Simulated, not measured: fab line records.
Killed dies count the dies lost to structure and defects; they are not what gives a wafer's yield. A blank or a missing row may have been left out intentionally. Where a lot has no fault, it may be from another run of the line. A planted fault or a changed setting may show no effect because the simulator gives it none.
Struck lot and sound lot, side by side | flow sfq-line | 14 steps out of a route of 325
Sound: wafers L315.1, L315.5, L315.6. Wafers struck: L319.4, L319.5, L319.6. The cause comes at the end.
Each step with rows lists, per side, the tool, then ch with its chambers, then its first start. Under that, the readings that differ: sound wafers | struck wafers | difference of the means | sigmas: that difference in standard deviations of wafers without a fault.
alike: readings with means less than 2 such deviations apart, plus words and numbers identical on both sides. not compared: withheld readings, readings lacking a value on some wafer, bounds such as >300 that could conceal the same value, and numbers that have no deviation in the record and whose values overlap.
Wherever a step has rows on one side only, a row that says differs or no value, or a row with sigmas, the two part there. When numbers do not overlap yet have no deviation, they are printed without sigmas and do not part them. Lack of a reading on every wafer of one side parts them only where that side has two or more wafers.

first, 2 steps without rows for these wafers: SFQ_TRILAYER_R5_LITHO_PEB_139 (peb time 60 s); SFQ_TRILAYER_R5_LITHO_DEVELOP_138 (time 60 s).
SFQ_R5_OVL_MEAS_935:
  sound: overlay-01 at day 63 00:31; struck: overlay-01 at day 63 16:08
  alike: R5_OVL
SFQ_TRILAYER_R5_BARC_OPEN_METAL_ETCH_177: etches BARC in O2, target depth 125 nm, time 41.7 s.
  sound on rie-metal-03 ch 0, day 63 00:34; struck on rie-metal-04 ch 0,1, day 63 16:11
  alike: drypump-motor-current-A, oes-product-au
  not compared: rf-hours-counter-h
SFQ_TRILAYER_R5_ETCH_METAL_ETCH_139: etches the open film in Cl2, stops on SiO2, target depth 60 nm, time 40 s.
  sound on rie-metal-03 ch 0, day 63 00:41; struck on rie-metal-04 ch 0,1, day 63 16:14
  alike: drypump-motor-current-A, oes-product-au
  not compared: rf-hours-counter-h
SFQ_TRILAYER_R5_STRIP_STRIP_140: strips in O2.
  sound on rie-metal-03 ch 0, day 63 00:48; struck on rie-metal-04 ch 0,1, day 63 16:29
  alike: drypump-motor-current-A, oes-product-au
  not compared: rf-hours-counter-h
then, 1 step without rows for these wafers: SFQ_TRILAYER_R5_STRIP_SOLV_CLEAN_141 (cleans in NMP, time 600 s).
SFQ_TRILAYER_A5C_DEP_PECVD_142: deposits SiO2 from SiH4/N2O, time 15.556 s, target thk 70 nm.
  sound on pecvd-04 ch 0,1,2, day 63 02:11; struck on pecvd-01 ch 0,1,2, day 63 17:19
  alike: heater-power-w, throttle-valve-pct
then, 4 steps without rows for these wafers: SFQ_TRILAYER_I5_LITHO_COAT_149 (resist thk 62 nm); SFQ_TRILAYER_I5_LITHO_COAT_144 (resist thk 650 nm); SFQ_TRILAYER_I5_LITHO_SOFTBAKE_148; SFQ_TRILAYER_I5_LITHO_EXPOSE_145 (exposes mask I5, target cd 700 nm).
-- the record jumps here: 5 days lie between the struck wafers' starts before and after --
SFQ_TRILAYER_I5_LITHO_PEB_147: peb time 60 s.
  struck on litho-track-03, day 68 16:07; sound on litho-track-01 ch 0, day 68 02:50
  no value came back on the struck wafers for chill-plate-temp-C (C), exhaust-pa (Pa); on the sound wafers chill-plate-temp-C (C) reads 22.84 23.03 22.93
then, 1 step without rows for these wafers: SFQ_TRILAYER_I5_LITHO_DEVELOP_146 (time 60 s).

## WHERE THEY PART
Within this record, at SFQ_TRILAYER_I5_LITHO_PEB_147 only.

WHY: whatever the simulator had introduced
Beginning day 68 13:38, the whole step at SFQ_TRILAYER_I5_LITHO_PEB_147 was skipped on litho-track-03. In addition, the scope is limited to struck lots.
